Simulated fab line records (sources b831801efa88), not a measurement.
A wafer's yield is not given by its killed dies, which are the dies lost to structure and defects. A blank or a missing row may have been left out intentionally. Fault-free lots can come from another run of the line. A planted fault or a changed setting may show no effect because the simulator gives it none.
Matching of chambers / flow gf180mcu / GF_PASSIVATION_ETCH_11 on rie diel-04: 4 sister chambers
The step etches the open film in CF4/O2, stops on TiN, target depth 1800 nm, time 400 s. 16 wafers are shown with their chamber, then 8 later ones without.

== EACH WAFER AND ITS CHAMBER ==
wafer=L346.2; chamber=3; throttle valve pct (%)=5.960; oes product au (a.u.)=0.958
wafer=L346.3; chamber=1; throttle valve pct (%)=5.968; oes product au (a.u.)=0.958
wafer=L346.4; chamber=2; throttle valve pct (%)=5.954; oes product au (a.u.)=0.959
wafer=L347.1; chamber=1; throttle valve pct (%)=5.968; oes product au (a.u.)=0.969
wafer=L347.2; chamber=0; throttle valve pct (%)=5.959; oes product au (a.u.)=0.960
wafer=L347.6; chamber=1; throttle valve pct (%)=5.966; oes product au (a.u.)=0.982
wafer=L348.1; chamber=3; throttle valve pct (%)=5.964; oes product au (a.u.)=0.958
wafer=L348.4; chamber=0; throttle valve pct (%)=5.960; oes product au (a.u.)=0.967
wafer=L348.5; chamber=1; throttle valve pct (%)=5.959; oes product au (a.u.)=0.963
wafer=L350.1; chamber=3; throttle valve pct (%)=5.957; oes product au (a.u.)=0.958
wafer=L350.4; chamber=0; throttle valve pct (%)=5.953; oes product au (a.u.)=0.968
wafer=L350.6; chamber=2; throttle valve pct (%)=5.969; oes product au (a.u.)=0.984
wafer=L351.3; chamber=0; throttle valve pct (%)=5.964; oes product au (a.u.)=0.966
wafer=L351.5; chamber=2; throttle valve pct (%)=5.970; oes product au (a.u.)=0.965
wafer=L351.6; chamber=3; throttle valve pct (%)=5.966; oes product au (a.u.)=0.969
wafer=L353.1; chamber=1; throttle valve pct (%)=5.965; oes product au (a.u.)=0.973

SIGNATURES (averages over the wafers above)
reading=throttle valve pct; chamber 0=5.95900; chamber 1=5.96520; chamber 2=5.96433; chamber 3=5.96175; scatter within a chamber=0.00521
reading=oes product au; chamber 0=0.96525; chamber 1=0.96900; chamber 2=0.96933; chamber 3=0.96075; scatter within a chamber=0.00823
Rule: distance of a wafer from a chamber = root of the sum over the readings of ((wafer's reading minus chamber's mean) / reading's scatter) squared. If the next closest chamber is less than 2 further off than the closest, the wafer can't be placed; otherwise it belongs to the closest. The scatter is the square root of a quotient: the sum, over the shown wafers, of each reading's squared deviation from its chamber's mean, divided by wafers minus chambers.

== WAFERS WITH NO CHAMBER GIVEN ==
wafer=L353.3; throttle valve pct (%)=5.963; oes product au (a.u.)=0.955
wafer=L353.4; throttle valve pct (%)=5.979; oes product au (a.u.)=0.968
wafer=L358.2; throttle valve pct (%)=5.969; oes product au (a.u.)=0.956
wafer=L358.3; throttle valve pct (%)=5.950; oes product au (a.u.)=0.967
wafer=L358.5; throttle valve pct (%)=5.980; oes product au (a.u.)=0.977
wafer=L359.2; throttle valve pct (%)=5.944; oes product au (a.u.)=0.960
wafer=L359.3; throttle valve pct (%)=5.957; oes product au (a.u.)=0.952
wafer=L359.4; throttle valve pct (%)=5.958; oes product au (a.u.)=0.972

== WHICH CHAMBER EACH WENT THROUGH ==
wafer=L353.3; from the rows above=can't be placed: 3 or 0 or 1 or 2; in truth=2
wafer=L353.4; from the rows above=can't be placed: 1 or 2 or 3 or 0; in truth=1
wafer=L358.2; from the rows above=can't be placed: 3 or 1 or 2 or 0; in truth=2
wafer=L358.3; from the rows above=can't be placed: 0 or 3 or 2 or 1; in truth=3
wafer=L358.5; from the rows above=can't be placed: 1 or 2 or 3 or 0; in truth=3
wafer=L359.2; from the rows above=can't be placed: 0 or 3 or 2 or 1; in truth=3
wafer=L359.3; from the rows above=can't be placed: 3 or 0 or 2 or 1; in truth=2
wafer=L359.4; from the rows above=can't be placed: 0 or 2 or 1 or 3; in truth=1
Correct placement for 0 of the 8. Cannot be placed on the basis of these rows: 8; the candidates contain the true chamber in 8. Wrongly placed: 0.
